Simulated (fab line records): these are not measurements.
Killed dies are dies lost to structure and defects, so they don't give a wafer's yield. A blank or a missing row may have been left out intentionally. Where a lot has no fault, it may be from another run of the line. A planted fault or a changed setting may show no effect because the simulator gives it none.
Which tool was responsible? + flow sky130 + 7 lots (20 wafers sampled), 1 step of a 708-step route

WHAT THE GAUGES SHOWED, per wafer
SKY_METAL3_CD_MEAS_13: the cd target is 300 nm.
| lot  | measured     | on        | cd nm (nm)        |
|------|--------------|-----------|-------------------|
| L704 | day 39 00:02 | cd sem-01 | 299.9 297.9 298.7 |
| L707 | day 40 15:25 | cd sem-02 | 301.8 301.5 301.9 |
| L709 | day 40 22:00 | cd sem-02 | 299.3 299.8 299.9 |
| L715 | day 42 20:47 | cd sem-01 | 300.6 300.8       |
| L721 | day 44 02:03 | cd sem-01 | 303.2 303.2 301.9 |
| L724 | day 45 02:52 | cd sem-02 | 299.2 298.4 299.3 |
| L725 | day 45 05:01 | cd sem-01 | 300.3 300.5 301.1 |

EACH LOT AND THE TOOL THAT RAN IT (in order: tool; ch and the chambers of the sampled wafers; start)
Before these readings, the record contains no process step.

THE ANSWER, worked out from the rows above alone
Rule: the usual values come from the lots themselves. Put in order of their means at a reading, lots are off if they are a third of the lots or fewer, leave a main group of 4 or more, and stand apart from it by a gap of 3 or more times the standard deviation of the main group's means; of several such gaps the widest counts. The tables above print the reading to a certain number of digits; a main group whose means all agree to those digits is not used. A lot without any number at a reading at which 4 lots or more have one is off too. All remaining lots with rows at the step are treated as sound.
Nothing can be told from this: no lot is off at any reading shown.

WHAT THE SIMULATOR HAD PUT IN
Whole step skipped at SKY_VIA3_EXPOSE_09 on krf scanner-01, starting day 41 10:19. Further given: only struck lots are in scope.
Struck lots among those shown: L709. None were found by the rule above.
